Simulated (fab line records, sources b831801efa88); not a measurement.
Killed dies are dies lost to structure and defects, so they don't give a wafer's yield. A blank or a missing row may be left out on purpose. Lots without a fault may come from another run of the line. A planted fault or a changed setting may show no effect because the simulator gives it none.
Which tool did it? | flow sky130 | 24 lots, 72 wafers sampled, at 4 steps of a route of 708

WHAT THE GAUGES READ, wafer by wafer
SKY_METAL2_CD_MEAS_15: target cd 140 nm. Usual: cd_nm 139.8 nm, standard deviation 1.5.
lot  | measured     | on        | cd_nm (nm)        | flag
L074 | day 35 04:02 | cd_sem-01 | 139.9 141.5 139.1 |
L075 | day 35 09:05 | cd_sem-02 | 140.8 142.1 140.8 |
L076 | day 35 16:35 | cd_sem-01 | 139.4 139.1 140.2 |
L077 | day 36 04:14 | cd_sem-01 | 140.4 140.5 140.0 |
L078 | day 36 11:16 | cd_sem-01 | 137.5 137.8 139.6 |
L079 | day 37 02:20 | cd_sem-01 | 141.2 141.0 139.7 |
L080 | day 37 15:20 | cd_sem-02 | 142.6 141.3 143.4 |
L081 | day 37 16:13 | cd_sem-02 | 138.7 139.0 138.3 |
L083 | day 38 03:37 | cd_sem-02 | 139.1 138.5 139.5 |
L082 | day 38 09:29 | cd_sem-02 | 139.4 139.7 140.2 |
L084 | day 38 10:20 | cd_sem-02 | 141.1 141.7 140.7 |
L086 | day 39 00:28 | cd_sem-02 | 137.7 138.8 139.0 |
L085 | day 39 06:46 | cd_sem-01 | 140.3 142.0 141.0 |
L087 | day 39 17:26 | cd_sem-02 | 140.4 141.4 141.6 |
L088 | day 39 22:55 | cd_sem-01 | 137.3 136.3 136.0 |
L089 | day 40 02:50 | cd_sem-01 | 139.6 139.1 139.2 |
L090 | day 40 07:37 | cd_sem-01 | 137.8 137.7 139.0 |
L091 | day 40 11:07 | cd_sem-02 | 138.5 138.7 138.0 |
L092 | day 40 22:23 | cd_sem-01 | 141.3 141.2 140.2 |
L093 | day 41 06:16 | cd_sem-01 | 139.0 139.0 138.1 |
L094 | day 41 09:50 | cd_sem-01 | 140.7 139.3 139.7 |
L095 | day 41 23:37 | cd_sem-01 | 137.7 138.8 138.9 |
L097 | day 42 14:16 | cd_sem-01 | 142.1 141.8 143.5 |
L096 | day 42 15:28 | cd_sem-02 | 140.6 140.1 140.5 |

SKY_CAP2M_RS_MEAS_03: measures by four-point-probe. Usual: CAP2M_TIN_RS 7.21 ohm/sq, standard deviation 0.1.
lot  | measured     | on            | CAP2M_TIN_RS (ohm/sq) | flag
L074 | day 39 19:08 | film_metro-04 | 7.26 7.25 7.26        |
L075 | day 39 23:08 | film_metro-02 | 7.20 7.54 7.38        |
L076 | day 40 07:32 | film_metro-04 | 7.36 7.30 7.30        |
L077 | day 40 18:27 | film_metro-04 | 7.26 7.36 7.32        |
L078 | day 41 00:34 | film_metro-02 | 7.31 7.21 7.20        |
L079 | day 41 12:05 | film_metro-02 | 7.13 7.18 7.13        |
L080 | day 42 02:53 | film_metro-02 | 7.21 7.29 7.27        |
L081 | day 42 03:11 | film_metro-04 | 7.22 7.40 7.35        |
L083 | day 42 12:46 | film_metro-01 | 7.24 7.29 7.41        |
L082 | day 42 18:55 | film_metro-04 | 7.19 7.19 7.23        |
L084 | day 42 20:08 | film_metro-04 | 7.26 7.19 7.19        |
L086 | day 43 09:12 | film_metro-04 | 7.16 7.26 7.22        |
L085 | day 43 14:08 | film_metro-04 | 7.09 7.17 7.06        |
L087 | day 44 00:05 | film_metro-01 | 7.34 7.29 7.17        |
L088 | day 44 05:04 | film_metro-02 | 7.26 7.39 7.39        |
L089 | day 44 09:13 | film_metro-02 | 7.03 7.07 7.08        |
L090 | day 44 13:17 | film_metro-02 | 7.09 7.15 7.09        |
L091 | day 44 16:07 | film_metro-04 | 7.31 7.16 7.17        |
L092 | day 45 00:56 | film_metro-01 | 7.27 7.13 7.22        |
L093 | day 45 09:31 | film_metro-02 | 7.11 7.10 7.09        |
L094 | day 45 12:32 | film_metro-02 | 7.07 7.19 6.98        |
L095 | day 46 00:45 | film_metro-04 | 7.10 7.17 7.07        |
L097 | day 46 13:08 | film_metro-02 | 7.20 7.23 7.22        |
L096 | day 46 13:47 | film_metro-04 | 7.10 7.17 7.10        |

SKY_METAL4_CD_MEAS_13: target cd 300 nm. Usual: cd_nm 300.2 nm, standard deviation 1.5.
lot  | measured     | on        | cd_nm (nm)        | flag
L074 | day 41 20:52 | cd_sem-02 | 299.0 300.1 298.5 |
L075 | day 42 00:14 | cd_sem-02 | 297.7 298.8 298.9 |
L076 | day 42 07:54 | cd_sem-02 | 300.0 299.7 301.3 |
L077 | day 42 19:05 | cd_sem-02 | 300.4 299.8 299.3 |
L078 | day 43 01:02 | cd_sem-01 | 296.8 297.0 297.9 |
L079 | day 43 11:53 | cd_sem-02 | 301.1 301.9 302.2 |
L080 | day 44 01:25 | cd_sem-02 | 297.9 298.3 299.3 |
L081 | day 44 02:16 | cd_sem-02 | 300.3 301.8 299.6 |
L083 | day 44 11:01 | cd_sem-01 | 299.0 298.9 299.8 |
L082 | day 44 16:56 | cd_sem-02 | 300.6 300.0 302.8 |
L084 | day 44 18:28 | cd_sem-01 | 299.9 298.8 299.4 |
L086 | day 45 06:40 | cd_sem-02 | 298.5 299.4 298.9 |
L085 | day 45 10:43 | cd_sem-02 | 301.3 300.9 301.5 |
L087 | day 45 20:07 | cd_sem-02 | 298.6 299.3 300.5 |
L088 | day 46 00:22 | cd_sem-01 | 301.2 300.8 301.4 |
L089 | day 46 04:53 | cd_sem-02 | 301.5 302.8 302.5 |
L090 | day 46 08:34 | cd_sem-02 | 300.5 301.9 301.9 |
L091 | day 46 10:37 | cd_sem-01 | 303.3 301.5 303.1 |
L092 | day 46 19:35 | cd_sem-01 | 301.2 299.6 300.5 |
L093 | day 47 03:28 | cd_sem-01 | 300.7 300.0 300.2 |
L094 | day 47 06:19 | cd_sem-01 | 299.5 299.4 300.2 |
L095 | day 47 18:26 | cd_sem-02 | 299.4 300.6 299.3 |
L097 | day 48 04:40 | cd_sem-01 | 298.7 299.2 299.0 |
L096 | day 48 05:43 | cd_sem-01 | 301.7 302.1 302.4 |

WHICH TOOL RAN EACH LOT (tool, then ch and the chambers of the sampled wafers, then the start)
lot  | SKY_VIA2_CVD_21
L074 | cvd_w-02 ch 0,1, day 36 08:29
L075 | cvd_w-02 ch 0, day 36 13:16
L076 | cvd_w-01 ch 0,1, day 36 21:50
L077 | cvd_w-01 ch 0,1, day 37 08:49
L078 | cvd_w-01 ch 1, day 37 16:38
L079 | cvd_w-01 ch 0,1, day 38 06:17
L080 | cvd_w-01 ch 0,1, day 38 19:35
L081 | cvd_w-01 ch 0,1, day 38 20:34
L083 | cvd_w-02 ch 0,1, day 39 06:56
L082 | cvd_w-01 ch 0,1, day 39 13:08
L084 | cvd_w-02 ch 0,1, day 39 14:17
L086 | cvd_w-02 ch 0,1, day 40 04:53
L085 | cvd_w-02 ch 0, day 40 09:46
L087 | cvd_w-02 ch 0, day 40 20:17
L088 | cvd_w-02 ch 0,1, day 41 01:44
L089 | cvd_w-02 ch 1, day 41 05:35
L090 | cvd_w-02 ch 0,1, day 41 10:20
L091 | cvd_w-02 ch 0,1, day 41 13:56
L092 | cvd_w-02 ch 0,1, day 41 23:59
L093 | cvd_w-01 ch 0,1, day 42 08:19
L094 | cvd_w-01 ch 0,1, day 42 12:08
L095 | cvd_w-02 ch 0,1, day 43 01:44
L097 | cvd_w-02 ch 0,1, day 43 15:50
L096 | cvd_w-01 ch 1, day 43 16:44
- SKY_VIA2_CVD_21: deposits W, target thk 420 nm, time 126.4 s.

WHAT THE TOOLS THEMSELVES READ (means of the sampled wafers that have a number; where no wafer has one, the mark that the record gives instead)
SKY_VIA2_CVD_21. Usual: heater_power_w 882 W, standard deviation 30.
lot  | tool     | heater_power_w (W) | flag
L074 | cvd_w-02 | 923                |
L075 | cvd_w-02 | 951                |
L076 | cvd_w-01 | 878                |
L077 | cvd_w-01 | 889                |
L078 | cvd_w-01 | 901                |
L079 | cvd_w-01 | 877                |
L080 | cvd_w-01 | 871                |
L081 | cvd_w-01 | 871                |
L083 | cvd_w-02 | 892                |
L082 | cvd_w-01 | 899                |
L084 | cvd_w-02 | 880                |
L086 | cvd_w-02 | 861                |
L085 | cvd_w-02 | 900                |
L087 | cvd_w-02 | 883                |
L088 | cvd_w-02 | 861                |
L089 | cvd_w-02 | 850                |
L090 | cvd_w-02 | 865                |
L091 | cvd_w-02 | 869                |
L092 | cvd_w-02 | 873                |
L093 | cvd_w-01 | 879                |
L094 | cvd_w-01 | 889                |
L095 | cvd_w-02 | 862                |
L097 | cvd_w-02 | 866                |
L096 | cvd_w-01 | 911                |

THE ANSWER, worked out from the rows above alone
Rule: a lot is off if the mean of its wafers that have a number lies more than 3 standard deviations from the usual mean. A lot without any number at a reading at which 4 lots or more have one is off too. The other lots that the step has rows for count as sound. The gauges are gone through in route order, then the tools' own readings, and for those a lot's mean is taken as printed above. The first step at which some lot is off is used, and at that step the reading that is off furthest; a lot without a number counts as furthest.
No lot is off at any reading shown: from this, nothing can be told.

WHAT THE SIMULATOR HAD PUT IN
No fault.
